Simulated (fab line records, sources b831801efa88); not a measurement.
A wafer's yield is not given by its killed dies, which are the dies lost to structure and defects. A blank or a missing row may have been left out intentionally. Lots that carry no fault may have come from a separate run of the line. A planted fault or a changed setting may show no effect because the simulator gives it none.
Which tool was responsible? ; flow gf180mcu ; 14 lots, 42 wafers sampled, at 2 steps of a route of 602

== WHAT EACH GAUGE READ, for each wafer ==
GF_V5_RS_MEAS_24: measurement is done with a four-point probe.
lot;measured;on;V5_W_RS (ohm/sq)
L803;day 27 07:50;filmMetro-02;0.330 0.320 0.321
L804;day 27 20:52;filmMetro-01;0.326 0.325 0.328
L805;day 28 07:14;filmMetro-01;0.327 0.318 0.329
L806;day 28 16:11;filmMetro-03;0.319 0.330 0.323
L807;day 28 20:53;filmMetro-02;0.321 0.329 0.328
L809;day 29 11:41;filmMetro-02;0.332 0.330 0.330
L808;day 29 13:31;filmMetro-03;0.324 0.329 0.332
L813;day 30 15:58;filmMetro-01;0.320 0.322 0.323
L814;day 30 20:55;filmMetro-02;0.323 0.318 0.324
L815;day 31 06:35;filmMetro-01;0.329 0.322 0.328
L819;day 32 03:31;filmMetro-02;0.324 0.323 0.318
L820;day 32 10:01;filmMetro-02;0.322 0.322 0.328
L822;day 32 20:45;filmMetro-01;0.319 0.323 0.321
L825;day 33 11:22;filmMetro-02;0.333 0.331 0.329

== TOOL THAT RAN EACH LOT (tool first, then ch and the chambers of the sampled wafers, then the start) ==
lot;GF_V5_CVD_02
L803;pecvd-03 ch 0,1,2, day 26 09:55
L804;pecvd-04 ch 0,2, day 26 22:56
L805;pecvd-03 ch 0,1,2, day 27 09:43
L806;pecvd-03 ch 0,1,2, day 27 18:38
L807;pecvd-01 ch 0,1, day 27 23:44
L809;pecvd-03 ch 0,1,2, day 28 14:47
L808;pecvd-03 ch 0,1, day 28 17:06
L813;pecvd-04 ch 0,1,2, day 29 20:05
L814;pecvd-03 ch 0,1, day 30 01:19
L815;pecvd-03 ch 0,1, day 30 11:01
L819;pecvd-04 ch 0,2, day 31 08:59
L820;pecvd-01 ch 0,2, day 31 15:29
L822;pecvd-04 ch 0,1,2, day 32 03:15
L825;pecvd-04 ch 0,2, day 32 18:14
- GF_V5_CVD_02: deposits SiO2 from TEOS, target thk 1450 nm, time 163.28 s.

== AS READ BY THE TOOLS THEMSELVES (means over the sampled wafers that have a number; for cases with no such wafer, the mark the record gives instead) ==
GF_V5_CVD_02.
lot;tool;heaterPowerW (W)
L803;pecvd-03;653
L804;pecvd-04;706
L805;pecvd-03;618
L806;pecvd-03;598
L807;pecvd-01;509
L809;pecvd-03;660
L808;pecvd-03;612
L813;pecvd-04;780
L814;pecvd-03;639
L815;pecvd-03;681
L819;pecvd-04;691
L820;pecvd-01;608
L822;pecvd-04;749
L825;pecvd-04;640

== THE ANSWER, worked out from the rows above alone ==
Rule: usual is defined by the lots themselves. The widest of any qualifying gaps counts: lots, ordered by their means at a reading, are off when they make up no more than a third of the lots, leave a main group of 4 or more, and stand apart from it by 3 or more times the standard deviation of that group's means. A main group is skipped when, at the precision printed for the reading in the tables above, its means are all equal. Also off: a lot with no number at a reading for which 4 or more lots have one. Where the step has rows for the other lots, those lots are counted as sound. First the gauges in route order, then the tools' own readings, where a lot's mean is used as printed above. At the first step where some lot is off, the reading lying furthest off is the one used; lots without a number count as furthest.
Nothing can be told from this: no lot is off at any reading shown.

== WHAT THE SIMULATOR PUT IN ==
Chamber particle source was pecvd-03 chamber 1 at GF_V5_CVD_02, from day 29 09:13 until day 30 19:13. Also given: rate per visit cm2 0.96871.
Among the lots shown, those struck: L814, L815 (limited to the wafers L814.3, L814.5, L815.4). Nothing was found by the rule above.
